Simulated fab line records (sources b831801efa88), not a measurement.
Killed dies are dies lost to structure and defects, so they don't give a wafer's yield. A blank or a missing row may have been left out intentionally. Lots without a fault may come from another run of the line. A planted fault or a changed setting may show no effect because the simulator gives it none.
Chamber matching | flow sky130 | rie_diel-03 running SKY_VIA2_ETCH_15: 4 sister chambers
The step etches SiO2 in C4F8/O2/Ar, stops on TiN, target depth 546 nm, time 84 s. 8 wafers are shown with their chamber, then 9 later ones without.

== WAFERS WITH THEIR CHAMBER ==
wafer  | chamber | rf_fwd_power_W (W) | chamber_pressure_mTorr (mTorr)
L080.2 | 0       | 1487               | 39.99
L080.6 | 2       | 1486               | 40.08
L081.1 | 0       | 1497               | 40.00
L084.3 | 3       | 1485               | 40.05
L084.5 | 3       | 1496               | 40.00
L085.1 | 2       | 1481               | 39.97
L085.4 | 1       | 1493               | 40.00
L085.5 | 1       | 1490               | 40.07

== WAFERS WITHOUT THEIR CHAMBER ==
wafer  | rf_fwd_power_W (W) | chamber_pressure_mTorr (mTorr)
L092.4 | 1488               | 40.01
L092.5 | 1491               | 40.02
L092.6 | 1492               | 39.97
L096.2 | 1485               | 39.98
L096.3 | 1491               | 40.05
L096.4 | 1491               | 39.98
L097.1 | 1494               | 40.02
L097.2 | 1493               | 40.03
L097.6 | 1493               | 40.02

== WHICH CHAMBER EACH ONE RAN IN ==
wafer  | from the rows above               | in truth
L092.4 | can't be placed: 3 or 0 or 1 or 2 | 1
L092.5 | can't be placed: 3 or 1 or 0 or 2 | 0
L092.6 | can't be placed: 0 or 3 or 1 or 2 | 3
L096.2 | can't be placed: 2 or 0 or 3 or 1 | 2
L096.3 | can't be placed: 1 or 3 or 0 or 2 | 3
L096.4 | can't be placed: 0 or 3 or 1 or 2 | 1
L097.1 | can't be placed: 1 or 0 or 3 or 2 | 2
L097.2 | can't be placed: 1 or 3 or 0 or 2 | 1
L097.6 | can't be placed: 1 or 3 or 0 or 2 | 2
Correctly placed: 0 of 9. Not placeable from these rows: 9 (in 9, the candidates include the true chamber). Placed wrongly: 0.
How it was worked out, from the rows above alone: a wafer's distance from a chamber is the root of the sum, over the readings, of the square of ((its reading less the chamber's mean) divided by the reading's scatter). If the next closest chamber is less than 2 further off than the closest, the wafer can't be placed; otherwise it belongs to the closest. The mean given for a chamber averages the wafers shown for that chamber. The scatter: take each reading less its chamber's mean, square it, sum over the shown wafers, divide by the number of wafers less the number of chambers, and take the root.
